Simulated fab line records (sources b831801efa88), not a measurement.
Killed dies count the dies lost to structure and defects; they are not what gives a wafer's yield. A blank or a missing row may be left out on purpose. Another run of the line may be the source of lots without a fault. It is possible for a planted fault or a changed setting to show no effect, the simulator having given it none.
Comparing a struck lot with a sound one / flow sky130 / 21 out of 708 route steps
Sound: the wafers L837.2, L837.4, L837.6. Wafers L848.1, L848.2, L848.3 were the ones struck. At the end, the cause is stated.
Each step with rows lists, per side, the tool, then ch with its chambers, then its first start. Under that, the readings that differ: sound wafers / struck wafers / difference of the means / sigmas: that difference in standard deviations of wafers without a fault.
alike: same words and numbers on both sides, and readings whose means sit less than 2 such deviations apart. not compared: any withheld reading, any reading some wafer has no value for, any bound like >300 that may hide the same value, and any number with overlapping values for which the record gives no deviation.
A row with sigmas, a row that says differs or no value, or rows on one side alone: a step with any of these is where the two part. Numbers that don't overlap but have no deviation are shown without sigmas and don't part them. A reading that every wafer of one side lacks parts them only if that side has two wafers or more.

SKY_METAL4_SPUTTER_01: material TiN, target thk 20 nm, time 16.7 s.
  struck on pvdSputter-03, day 43 16:35; sound on pvdSputter-04, day 40 00:17
  alike: chamberPressurePa, throttleValvePct
SKY_METAL4_SPUTTER_02: material AlCu, target thk 735 nm, time 39.1 s.
  struck on pvdSputter-03, day 43 16:37; sound on pvdSputter-04, day 40 00:19
  alike: chamberPressurePa, throttleValvePct
SKY_METAL4_SPUTTER_03: material Ti, target thk 5 nm, time 3.3 s.
  struck on pvdSputter-03, day 43 16:39; sound on pvdSputter-04, day 40 00:21
  alike: chamberPressurePa, throttleValvePct
then, 1 step without rows for these wafers: SKY_METAL4_SPUTTER_04 (material TiN, target thk 70 nm, time 58.3 s).
SKY_CAP2M_CVD_00: deposits SiO2, target thk 15.5 nm.
  sound on pecvd-03 ch 0,1, day 40 00:25; struck on pecvd-02 ch 0,1,2, day 43 16:43
  alike: heaterPowerW, susceptorTempC
SKY_CAP2M_THK_MEAS_01:
  struck on filmMetro-02, day 43 16:44; sound on filmMetro-03, day 40 00:28
  alike: CAP2M_CVD_00_THK
SKY_CAP2M_SPUTTER_02: material TiN, target thk 200 nm, time 166.7 s.
  struck on pvdSputter-01, day 43 16:48; sound on pvdSputter-01, day 40 00:31
  alike: chamberPressurePa, susceptorTempC, throttleValvePct
SKY_CAP2M_RS_MEAS_03: the measuring method here is four-point-probe.
  struck on filmMetro-01, day 43 16:55; sound on filmMetro-02, day 40 00:38
  alike: CAP2M_TIN_RS
SKY_CAP2M_THK_MEAS_04: measures by xrf.
  struck on filmMetro-01, day 43 17:02; sound on filmMetro-02, day 40 00:44
  alike: CAP2M_TIN_THK
then, 3 steps without rows for these wafers: SKY_CAP2M_DEHYDRATE_05 (time 60 s); SKY_CAP2M_HMDS_06 (prime time 60 s); SKY_CAP2M_COAT_07 (resist thk 1140 nm).
SKY_CAP2M_SOFTBAKE_08: time 60 s.
  sound on lithoTrack-01 ch 0, day 40 13:14; struck on lithoTrack-01 ch 0, day 44 03:46
reading=heaterPowerTotalW (W); sound=56.59 56.56 56.63; struck=67.53 67.56 67.57; difference=+10.96; sigmas=+99 or more
reading=plateTempC (C); sound=89.94 90.00 89.93; struck=102.11 102.01 102.27; difference=+12.17; sigmas=+99 or more
reading=model.NOVOLAK_of_CAP2M_COAT_07.thkNm (nm); sound=1142 1138 1138; struck=1102 1102 1102; difference=-37; sigmas=
  alike: exhaustPa
then, 3 steps without rows for these wafers: SKY_CAP2M_EXPOSE_09 (exposes mask CAP2M, target cd 1000 nm); SKY_CAP2M_PEB_10; SKY_CAP2M_DEVELOP_11 (develop time 60 s).
SKY_CAP2M_OVL_MEAS_12:
  struck on overlay-01, day 44 15:07; sound on overlay-01, day 41 00:56
  alike: CAP2M_OVL
SKY_CAP2M_METAL_ETCH_13: etches TiN in Cl2/BCl3, stops on SiO2, target depth 220 nm, time 62.9 s.
  sound on rieMetal-03 ch 1, day 41 00:58; struck on rieMetal-03 ch 0,1, day 44 15:10
reading=model.NOVOLAK_of_CAP2M_COAT_07.thkNm (nm); sound=992.7 988.8 989.1; struck=953.4 950.7 952.5; difference=-38.0; sigmas=
  alike: drypumpMotorCurrentA, oesProductAu, throttleValvePct
  not compared: rfHoursCounterH
SKY_CAP2M_STRIP_14: strips in O2/N2.
  sound on plasmaAsher-02 ch 0,1, day 41 01:02; struck on plasmaAsher-03 ch 0,1, day 44 15:14
reading=stripTimeToEndpointS (s); sound=12.63 12.60 12.61; struck=12.20 12.17 12.18; difference=-0.43; sigmas=-7
  alike: drypumpMotorCurrentA, oesProductAu
  not compared: rfHoursCounterH
then, 1 step without rows for these wafers: SKY_CAP2M_STRIP_15 (strips in post etch residue remover, time 1200 s).
-- the record jumps here: 4 days lie between the struck wafers' starts before and after (it left off in module CAP2M and takes up again in module PAD_OPEN, whose first step shown is number 708 of the route) --
SKY_PAD_OPEN_PROBE_99:
  struck on prober-02, day 49 02:47; sound on prober-01, day 46 01:14
  alike: defectLimitedYield, killed_at_M0_to_M3, killed_at_M4_up, killedAtContacts, killedAtFrontEnd, killedAtOther, killedDies, killedOnRim, killedOpen, killedShort, sort_bin_3_pad_short, sort_bin_5_function, sort_bin_6_memory, sortNPass, sortYieldPct

WHERE THEY PART
Earliest at SKY_CAP2M_SOFTBAKE_08; latest, in this record, at SKY_CAP2M_STRIP_14. Later steps at which nothing parts them and some readings are alike: SKY_PAD_OPEN_PROBE_99.

WHY: what the simulator had put in
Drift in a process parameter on lithoTrack-01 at SKY_CAP2M_SOFTBAKE_08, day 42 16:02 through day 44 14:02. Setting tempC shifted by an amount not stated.
